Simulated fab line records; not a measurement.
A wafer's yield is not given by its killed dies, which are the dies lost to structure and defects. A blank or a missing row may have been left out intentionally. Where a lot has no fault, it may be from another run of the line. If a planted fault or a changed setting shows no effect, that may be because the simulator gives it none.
Which of the tools did it? ; flow sfq_line ; 45 wafers from 15 lots sampled at 4 of the route's 325 steps

## WHAT EACH GAUGE READ, for each wafer
SFQ_M8_OVL_MEAS_948. Usual: M8_OVL typically reads 0 nm, with standard deviation 5.4.
lot;measured;on;M8_OVL (nm);flag
L482;day 70 10:37;overlay-02;-9 -5 -5;
L483;day 74 15:08;overlay-02;2 6 6;
L485;day 75 08:49;overlay-02;-3 5 2;
L486;day 75 18:19;overlay-01;3 -2 2;
L489;day 76 01:30;overlay-01;-8 -13 -10;
L491;day 77 03:34;overlay-01;-6 -1 0;
L493;day 77 21:17;overlay-01;2 13 2;
L494;day 77 23:51;overlay-02;3 -1 -3;
L495;day 78 13:58;overlay-02;-3 2 2;
L499;day 80 05:09;overlay-01;7 -2 5;
L500;day 80 14:44;overlay-01;-5 2 1;
L501;day 81 18:46;overlay-01;-4 -3 -3;
L502;day 81 20:05;overlay-01;-14 -5 -8;
L503;day 84 18:44;overlay-02;-4 -2 3;
L505;day 85 00:44;overlay-02;-2 2 2;

SFQ_M8_THK_MEAS_950: measures by xrf. Usual: M8_AU_THK typically reads 190.0 nm, with standard deviation 2.
lot;measured;on;M8_AU_THK (nm);flag
L482;day 70 11:31;film_metro-02;189.5 190.9 189.9;
L483;day 74 16:02;film_metro-02;186.3 186.9 185.8;
L485;day 75 09:44;film_metro-03;186.5 187.2 186.2;
L486;day 75 19:14;film_metro-03;189.9 189.4 188.1;
L489;day 76 02:24;film_metro-03;191.1 190.1 191.4;
L491;day 77 04:29;film_metro-03;189.2 190.5 187.9;
L493;day 77 22:11;film_metro-03;188.5 191.7 189.8;
L494;day 78 00:45;film_metro-03;193.7 192.7 193.4;
L495;day 78 14:52;film_metro-03;189.7 190.9 191.2;
L499;day 80 06:03;film_metro-02;190.9 190.1 190.6;
L500;day 80 15:39;film_metro-03;189.7 190.7 191.9;
L501;day 81 19:41;film_metro-03;187.0 187.5 186.8;
L502;day 81 20:59;film_metro-03;191.1 191.7 191.9;
L503;day 84 19:38;film_metro-01;190.5 187.0 190.0;
L505;day 85 01:43;film_metro-03;187.3 188.2 187.8;

## TOOL THAT RAN EACH LOT (tool first, then ch and the chambers of the sampled wafers, then the start)
lot;SFQ_TRILAYER_JJ_CE_LITHO_COAT_114;SFQ_TRILAYER_M7_BARC_OPEN_METAL_ETCH_229
L482;litho_track-02 ch 0, day 37 02:29;rie_metal-01 ch 0,1, day 69 20:08
L483;litho_track-03 ch 0, day 37 13:58;rie_metal-03 ch 0,1, day 70 09:20
L485;litho_track-03 ch 0, day 38 05:37;rie_metal-03 ch 0,1, day 71 05:52
L486;litho_track-03 ch 0, day 38 11:44;rie_metal-03 ch 0,1, day 71 09:17
L489;litho_track-03 ch 0, day 39 07:21;rie_metal-01 ch 0,1, day 71 18:05
L491;litho_track-03 ch 0, day 41 10:36;rie_metal-01 ch 0,1, day 76 15:58
L493;litho_track-03 ch 0, day 41 22:39;rie_metal-03 ch 0,1, day 77 08:46
L494;litho_track-03 ch 0, day 42 03:22;rie_metal-03 ch 0,1, day 77 12:26
L495;litho_track-03 ch 0, day 42 14:06;rie_metal-02 ch 0,1, day 77 23:14
L499;litho_track-03 ch 0, day 51 07:16;rie_metal-01 ch 0, day 79 14:10
L500;litho_track-01 ch 0, day 51 10:55;rie_metal-03 ch 0,1, day 80 00:59
L501;litho_track-02 ch 0, day 51 20:04;rie_metal-03 ch 0,1, day 81 02:55
L502;litho_track-03 ch 0, day 52 17:10;rie_metal-03 ch 0,1, day 81 05:18
L503;litho_track-01 ch 0, day 53 03:36;rie_metal-01 ch 0, day 81 06:31
L505;litho_track-02 ch 0, day 53 20:54;rie_metal-02 ch 0,1, day 81 12:30
- SFQ_TRILAYER_JJ_CE_LITHO_COAT_114: resist thk 600 nm.
- SFQ_TRILAYER_M7_BARC_OPEN_METAL_ETCH_229: etches BARC in O2, target depth 125 nm, time 41.7 s.

## WHAT THE TOOLS THEMSELVES READ (means of the sampled wafers that have a number; where no wafer has one, the mark that the record gives instead)
SFQ_TRILAYER_JJ_CE_LITHO_COAT_114. Usual: dispense_pressure_kPa 51.4 kPa, standard deviation 1.2; spin_speed_rpm 3000.1 rpm, standard deviation 2.
lot;tool;dispense_pressure_kPa (kPa);spin_speed_rpm (rpm);flag
L482;litho_track-02;53.3;2998.9;
L483;litho_track-03;50.4;2999.3;
L485;litho_track-03;50.4;2998.8;
L486;litho_track-03;50.4;3000.0;
L489;litho_track-03;50.4;3000.3;
L491;litho_track-03;50.4;2999.6;
L493;litho_track-03;50.4;2759.3;OFF
L494;litho_track-03;50.4;2759.8;OFF
L495;litho_track-03;50.4;2757.8;OFF
L499;litho_track-03;50.4;2999.9;
L500;litho_track-01;51.6;3001.3;
L501;litho_track-02;53.3;3001.1;
L502;litho_track-03;50.4;3000.1;
L503;litho_track-01;51.6;2999.5;
L505;litho_track-02;53.3;3000.6;

SFQ_TRILAYER_M7_BARC_OPEN_METAL_ETCH_229. Usual: bias_w 79.94 W, standard deviation 0.21; drypump_motor_current_A 5.4 A, standard deviation 0.35; oes_product_au 0.686 a.u., standard deviation 0.0043.
lot;tool;bias_w (W);drypump_motor_current_A (A);oes_product_au (a.u.);flag
L482;rie_metal-01;79.78;5.8;0.686;
L483;rie_metal-03;80.15;5.4;0.687;
L485;rie_metal-03;80.04;5.4;0.686;
L486;rie_metal-03;79.76;5.4;0.683;
L489;rie_metal-01;79.94;5.8;0.685;
L491;rie_metal-01;79.90;5.6;0.686;
L493;rie_metal-03;79.93;5.4;0.687;
L494;rie_metal-03;80.10;5.4;0.684;
L495;rie_metal-02;80.14;4.9;0.686;
L499;rie_metal-01;80.13;5.9;0.685;
L500;rie_metal-03;79.91;5.4;0.686;
L501;rie_metal-03;80.02;5.4;0.678;
L502;rie_metal-03;80.04;5.4;0.688;
L503;rie_metal-01;80.07;5.9;0.687;
L505;rie_metal-02;79.82;4.9;0.687;

## THE ANSWER, worked out from the rows above alone
Rule: a lot is off if the mean of its wafers that have a number lies more than 3 standard deviations from the usual mean. Also off: a lot with no number at a reading for which 4 or more lots have one. The other lots that the step has rows for count as sound. Order of review: gauges by route order, followed by the tools' own readings, for which a lot's mean as printed above is used. The first step at which some lot is off is used, and at that step the reading that is off furthest; a lot without a number counts as furthest.
Off, at SFQ_TRILAYER_JJ_CE_LITHO_COAT_114 on spin_speed_rpm: L493, L494, L495.
If a tool, at that step or one of the process steps before it, ran each lot that is off and ran no sound lot following the first of them, it fits. Not one of the candidates tried fits.

## WHAT HAD BEEN PUT IN BY THE SIMULATOR
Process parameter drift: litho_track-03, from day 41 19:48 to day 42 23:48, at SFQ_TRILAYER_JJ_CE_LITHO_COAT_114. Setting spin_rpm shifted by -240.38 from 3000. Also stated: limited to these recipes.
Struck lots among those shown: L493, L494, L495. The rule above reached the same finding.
